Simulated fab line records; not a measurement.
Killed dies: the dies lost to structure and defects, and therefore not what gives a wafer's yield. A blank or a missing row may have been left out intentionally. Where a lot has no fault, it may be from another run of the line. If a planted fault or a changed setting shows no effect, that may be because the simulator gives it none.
A struck lot beside a sound one + flow sky130 + 29 steps out of a route of 708
Sound: these wafers, L546.1, L546.5, L546.6. Wafers L556.1, L556.2, L556.4 were the ones struck. At the end, the cause is stated.
Order at every step that has rows: each side's tool, ch and its chambers, its first start. Under that, the readings that differ: sound wafers + struck wafers + difference of the means + sigmas: that difference in standard deviations of wafers without a fault.
alike: readings with means less than 2 such deviations apart, plus words and numbers identical on both sides. not compared: withheld readings, readings lacking a value on some wafer, bounds such as >300 that could conceal the same value, and numbers that have no deviation in the record and whose values overlap.
The two part at a step that has a row with sigmas, a row that says differs or no value, or rows on one side only. When numbers do not overlap yet have no deviation, they are printed without sigmas and do not part them. A reading missing from all wafers of one side parts the sides only when that side holds two or more wafers.

first, 9 steps without rows for these wafers: SKY_METAL2_DEVELOP_14 (develop time 60 s); SKY_METAL2_DESCUM_17 (chemistry O2, time 8 s); SKY_METAL2_ETCH_18 (etches BARC in N2/H2, stops on SiO2, time 45.9 s, target depth 60 nm); SKY_METAL2_METAL_ETCH_19 (etches the open film in Cl2/BCl3, stops on SiO2, target depth 360 nm, time 78 s); SKY_METAL2_STRIP_20 (strips in O2/N2); SKY_METAL2_STRIP_21 (strips in post etch residue remover, time 1200 s); SKY_METAL2_CLEAN_22 (cleans in IPA, time 180 s); SKY_METAL2_CLEAN_23 (cleans in O3/DIW); SKY_VIA2_HDPCVD_00 (deposits SiO2, target thk 1180 nm, time 196.7 s).
SKY_VIA2_CMP_02: polishes SiO2.
  sound on cmp-02 ch 0,1,3, day 35 01:05; struck on cmp-02 ch 0,2,3, day 38 19:18
  no value came back on the struck wafers for edgeZonePressureFrac, headPressurePsi (psi), motorCurrentA (A); on the sound wafers edgeZonePressureFrac reads 1.007 0.997 1.002
| reading                                 | sound             | struck         | difference | sigmas |
|-----------------------------------------|-------------------|----------------|------------|--------|
| model.SiO2_of_VIA2_HDPCVD_00.thkNm (nm) | 496.5 493.7 494.3 | 1169 1155 1167 | +669       |        |
SKY_VIA2_BOW_MEAS_03:
  sound on filmMetro-02 at day 35 01:14; struck on filmMetro-02 at day 38 19:33
| reading       | sound    | struck      | difference | sigmas |
|---------------|----------|-------------|------------|--------|
| VIA2_BOW (um) | 80 82 85 | 119 133 118 | +41        | +5     |
then, 9 steps without rows for these wafers: SKY_VIA2_DEHYDRATE_04 (time 60 s); SKY_VIA2_HMDS_05 (prime time 60 s); SKY_VIA2_COAT_06 (resist thk 60 nm); SKY_VIA2_COAT_07 (resist thk 450 nm); SKY_VIA2_SOFTBAKE_08 (time 90 s); SKY_VIA2_EXPOSE_09 (exposes mask VIM2, target cd 200 nm); SKY_VIA2_PEB_10; SKY_VIA2_DEVELOP_11 (develop time 61.97 s); SKY_VIA2_ETCH_14 (etches BARC in N2/H2, stops on SiO2, time 45.9 s, target depth 60 nm).
SKY_VIA2_ETCH_15: etches SiO2 in C4F8/O2/Ar, stops on TiN, target depth 546 nm, time 84 s.
  sound on rieDiel-01 ch 1,2, day 36 03:37; struck on rieDiel-03 ch 0,1,3, day 39 20:22
| reading                        | sound             | struck            | difference | sigmas      |
|--------------------------------|-------------------|-------------------|------------|-------------|
| oesProductAu (a.u.)            | 0.947 0.941 0.937 | 1.618 1.628 1.595 | +0.672     | +99 or more |
| model.etch.depthNm (nm)        | 496.5 493.7 494.3 | 542 546.8 535     | +46        |             |
| model.VIA2.featureDepthNm (nm) | 496.5 493.7 494.3 | 542 546.8 535     | +46        |             |
  not compared: rfHoursCounterH
then, 6 steps without rows for these wafers: SKY_VIA2_STRIP_16 (strips in O2/N2); SKY_VIA2_STRIP_17 (strips in post etch residue remover, time 1200 s); SKY_VIA2_CLEAN_18 (cleans in IPA, time 180 s); SKY_VIA2_CLEAN_19 (cleans in O3/DIW); SKY_VIA2_SPUTTER_20 (material TiN, target thk 20 nm, time 80 s); SKY_VIA2_CVD_21 (deposits W, target thk 420 nm, time 126.4 s).
SKY_VIA2_CMP_24: polishes, stops on SiO2, t overpolish 20 s, target thk 0 nm.
  sound on cmp-01 ch 0,1,3, day 36 04:44; struck on cmp-02 ch 1,2,3, day 39 21:25
| reading                                 | sound             | struck         | difference | sigmas |
|-----------------------------------------|-------------------|----------------|------------|--------|
| model.SiO2_of_VIA2_HDPCVD_00.thkNm (nm) | 492.1 489.3 489.9 | 1165 1151 1163 | +669       |        |
  alike: edgeZonePressureFrac, headPressurePsi, motorCurrentA
-- the record jumps here: 9 days lie between the struck wafers' starts before and after (it left off in module VIA2 and takes up again in module PAD_OPEN, whose first step shown is number 708 of the route) --
SKY_PAD_OPEN_PROBE_99:
  sound on prober-01 at day 45 15:05; struck on prober-02 at day 48 14:26
| reading                 | sound          | struck         | difference | sigmas |
|-------------------------|----------------|----------------|------------|--------|
| defectLimitedYield (%)  | 80.9 84.8 83.7 | 0 0 0          | -83        | -46    |
| killed_at_M0_to_M3      | 36 41 35       | 442 442 449    | +407       | +54    |
| killedDies              | 94 75 80       | 492 492 492    | +409       | +46    |
| killedOnRim             | 19 13 16       | 96 96 96       | +80        | +21    |
| sort_bin_5_function (%) | 11.8 8.1 10.2  | 92.3 93.1 93.5 | +82.9      | +52    |
| sortNPass               | 398 417 412    | 0 0 0          | -409       | -45    |
| sortYieldPct (%)        | 80.9 84.8 83.7 | 0 0 0          | -83        | -46    |
  alike: killed_at_M4_up, killedAtContacts, killedAtFrontEnd, killedAtOther, killedOpen, killedShort, sort_bin_3_pad_short, sort_bin_6_memory

## WHERE THEY PART
First at SKY_VIA2_CMP_02; last, within this record, at SKY_PAD_OPEN_PROBE_99.

WHY: what the simulator had put in
Skipped step whole: cmp-02, from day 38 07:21 on, at SKY_VIA2_CMP_02. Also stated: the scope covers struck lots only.
